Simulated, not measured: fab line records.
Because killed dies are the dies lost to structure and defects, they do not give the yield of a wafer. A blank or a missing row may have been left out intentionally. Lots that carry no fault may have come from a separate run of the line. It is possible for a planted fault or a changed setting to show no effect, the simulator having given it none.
The tool behind it: which one?	flow sky130	24 wafers from 8 lots sampled at 5 of the route's 708 steps

WHAT EACH GAUGE READ, for each wafer
SKY_FIELD_ISO_CD_MEAS_13: the cd target is 150 nm. Usual: 150.2 nm for cd-nm, sd 1.7.
lot	measured	on	cd-nm (nm)	flag
L128	day 2 06:25	cd-sem-01	150.1 150.9 149.4	
L129	day 2 10:02	cd-sem-02	152.3 152.3 152.3	
L130	day 2 15:13	cd-sem-01	152.2 151.6 151.2	
L131	day 2 19:00	cd-sem-01	148.3 148.5 148.2	
L132	day 3 01:12	cd-sem-01	149.4 153.5 151.9	
L133	day 3 08:20	cd-sem-01	148.8 148.5 148.9	
L134	day 3 14:50	cd-sem-02	150.5 148.4 150.3	
L135	day 3 19:59	cd-sem-01	150.9 152.4 152.8	

SKY_VT_ADJUST_PCH_TW_MEAS_10. Usual: VT_ADJUST_PCH_TW gives 143.2 (standard deviation 0.79).
lot	measured	on	VT_ADJUST_PCH_TW	flag
L128	day 10 05:53	film-metro-03	143.2 143.3 143.3	
L129	day 10 13:11	film-metro-03	143.0 143.6 144.6	
L130	day 11 01:13	film-metro-01	144.2 144.6 144.0	
L131	day 11 08:11	film-metro-04	142.5 142.9 143.3	
L132	day 11 10:45	film-metro-03	143.3 143.6 143.3	
L133	day 11 16:15	film-metro-03	144.3 142.7 143.2	
L134	day 12 05:17	film-metro-04	141.6 141.6 142.2	
L135	day 13 01:24	film-metro-01	144.1 143.4 142.8	

SKY_SONOS_TUNNEL_OVL_MEAS_08. Usual: SONOS_TUNNEL_OVL gives -0.7 nm (standard deviation 1.5).
lot	measured	on	SONOS_TUNNEL_OVL (nm)	flag
L128	day 11 04:35	overlay-02	2.1 1.7 0.5	
L129	day 11 10:54	overlay-02	-2.7 -2.4 0.0	
L130	day 12 00:26	overlay-02	-3.7 -1.7 -3.0	
L131	day 12 08:08	overlay-01	-2.5 -0.8 0.5	
L132	day 12 09:53	overlay-01	-1.8 -1.0 0.4	
L133	day 12 15:56	overlay-01	-0.3 -0.2 -0.5	
L134	day 13 06:46	overlay-01	1.5 1.9 0.7	
L135	day 14 02:08	overlay-01	-1.4 -0.1 -0.5	

SKY_SONOS_TUNNEL_TW_MEAS_12. Usual: SONOS_TUNNEL_TW gives 196.3 (standard deviation 1.5).
lot	measured	on	SONOS_TUNNEL_TW	flag
L128	day 11 05:02	film-metro-02	194.4 195.0 193.9	
L129	day 11 11:22	film-metro-02	194.3 195.2 195.0	
L130	day 12 00:54	film-metro-03	198.7 198.7 200.0	
L131	day 12 08:37	film-metro-04	195.9 195.7 196.3	
L132	day 12 10:22	film-metro-04	292.0 290.9 292.8	OFF
L133	day 12 16:23	film-metro-04	292.3 293.5 293.4	OFF
L134	day 13 07:13	film-metro-02	292.6 293.2 294.2	OFF
L135	day 14 02:37	film-metro-04	298.5 296.5 296.0	OFF

WHAT TOOL EACH LOT RAN ON (gives the tool, then ch and the chambers of the sampled wafers, and finally the start)
lot	SKY_SONOS_TUNNEL_IMPLANT_09
L128	implanter-02 ch 0, day 11 04:38
L129	implanter-03 ch 0, day 11 10:58
L130	implanter-02 ch 0, day 12 00:28
L131	implanter-04 ch 0, day 12 08:10
L132	implanter-04 ch 0, day 12 09:55
L133	implanter-02 ch 0, day 12 15:58
L134	implanter-03 ch 0, day 13 06:47
L135	implanter-02 ch 0, day 14 02:13
- SKY_SONOS_TUNNEL_IMPLANT_09

AS READ BY THE TOOLS THEMSELVES (means over the sampled wafers that have a number; for cases with no such wafer, the mark the record gives instead)
The record holds no such reading with a usual standard deviation.

THE ANSWER, worked out from the rows above alone
Rule: take the mean of a lot's wafers that have a number; if it is more than 3 standard deviations from the usual mean, the lot is off. Also off: a lot with no number at a reading for which 4 or more lots have one. All remaining lots with rows at the step are treated as sound. First the gauges in route order, then the tools' own readings, where a lot's mean is used as printed above. The first step at which some lot is off is used, and at that step the reading that is off furthest; a lot without a number counts as furthest.
Off: at SKY_SONOS_TUNNEL_TW_MEAS_12 (SONOS_TUNNEL_TW), L132, L133, L134, L135.
A tool fits if, at a process step before that reading, it ran every lot that is off, and no sound lot after the first of them. The gauges at SKY_SONOS_TUNNEL_TW_MEAS_12 are tried like those tools. No candidate that was tried fits.

WHAT THE SIMULATOR PUT IN
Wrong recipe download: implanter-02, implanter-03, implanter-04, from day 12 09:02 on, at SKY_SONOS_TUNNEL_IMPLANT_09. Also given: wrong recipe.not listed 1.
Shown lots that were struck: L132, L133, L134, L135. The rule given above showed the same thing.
